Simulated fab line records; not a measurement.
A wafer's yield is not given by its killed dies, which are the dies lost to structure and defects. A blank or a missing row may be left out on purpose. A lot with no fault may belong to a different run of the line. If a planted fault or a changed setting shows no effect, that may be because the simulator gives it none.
One fault through the eyes of 2 desks :: flow gf180mcu :: every desk sees just its own numbers, and what lay behind them comes last

## AT THE METROLOGY DESK
What the gauges read, lot by lot, whatever tool the lot ran on: means of the sampled wafers that have a number. A lot is out of limits, marked OUT, if its mean lies more than 4 standard deviations from the usual mean; the brackets give that distance.
Columns: A = M4_ALCU_THK at GF_M4_THK_MEAS_06, usual 458 nm
lot: L158
first seen here: day 22 10:40
A: 451

lot: L162
first seen here: day 23 22:54
A: 460

lot: L164
first seen here: day 24 20:16
A: 457

lot: L168
first seen here: day 26 06:14
A: 460

lot: L169
first seen here: day 26 06:49
A: 458

lot: L170
first seen here: day 27 00:29
A: 467

lot: L173
first seen here: day 27 14:58
A: 457

lot: L174
first seen here: day 28 00:11
A: 454

lot: L177
first seen here: day 28 17:18
A: 448

lot: L178
first seen here: day 29 01:26
A: 464

lot: L179
first seen here: day 29 05:02
A: 453

lot: L181
first seen here: day 29 18:38
A: 460
This desk's verdict: no lot among the 12 shows anything out of limits.

## DESK OF THE TOOL OWNER: cmp-01
The tool's own readings at GF_V4_CMP_26 (polishes, stops on SiO2, t overpolish 15 s, target thk 0 nm): means of the sampled wafers that have a number, for each lot that ran on this tool. A lot is out of limits, marked OUT, if its mean lies more than 4 standard deviations from the usual mean; the brackets give that distance.
Columns: A = motor_current_A at GF_V4_CMP_26, usual 10.9 A; B = overpolish_run_s at GF_V4_CMP_26, usual 14.999 s; C = platen_rpm at GF_V4_CMP_26, usual 60.00 rpm; D = slurry_filter_dp_kPa at GF_V4_CMP_26, usual 13.50 kPa; E = time_to_endpoint_s at GF_V4_CMP_26, usual 84 s
lot: L162
first seen here: day 25 20:56
A: 11.4
B: 14.996
C: 59.99
D: 13.64
E: 81

lot: L168
first seen here: day 28 00:45
A: 10.9
B: 14.991
C: 60.02
D: 13.60
E: 84

lot: L169
first seen here: day 28 02:21
A: 10.2
B: 15.008
C: 60.02
D: 13.40
E: 80

lot: L170
first seen here: day 28 17:19
A: 10.6
B: 15.003
C: 59.94
D: 13.38
E: 82

lot: L173
first seen here: day 29 08:28
A: 11.4
B: 15.000
C: 60.01
D: 13.64
E: 82

lot: L174
first seen here: day 29 17:04
A: 10.1
B: 10.016 (-99 or more) OUT
C: 60.01
D: 13.46
E: 97

lot: L178
first seen here: day 30 16:54
A: 10.8
B: 10.014 (-99 or more) OUT
C: 59.93
D: 13.38
E: 96
Finding of this desk: L174, L178 out of limits; the first was L174 at day 29 17:04, on overpolish_run_s at GF_V4_CMP_26. L162, L168, L169, L170, L173: within limits.

## TAKEN TOGETHER
At day 29 17:04, on L174, L178, the tool owner's desk was in a position to raise an alarm.
At the metrology desk, nothing out of limits was observed.
The metrology desk holds a record of L174, L178, inside its limits.
On cmp-01, each named lot ran GF_V4_CMP_26.

## WHAT HAD BEEN PUT IN BY THE SIMULATOR
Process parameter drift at GF_V4_CMP_26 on cmp-01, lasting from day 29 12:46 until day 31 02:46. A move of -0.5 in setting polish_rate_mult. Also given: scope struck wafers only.
Struck lots among those shown: L174, L178.
Each desk's first reading out of limits, in hours after the fault started: the tool owner's desk, 4.
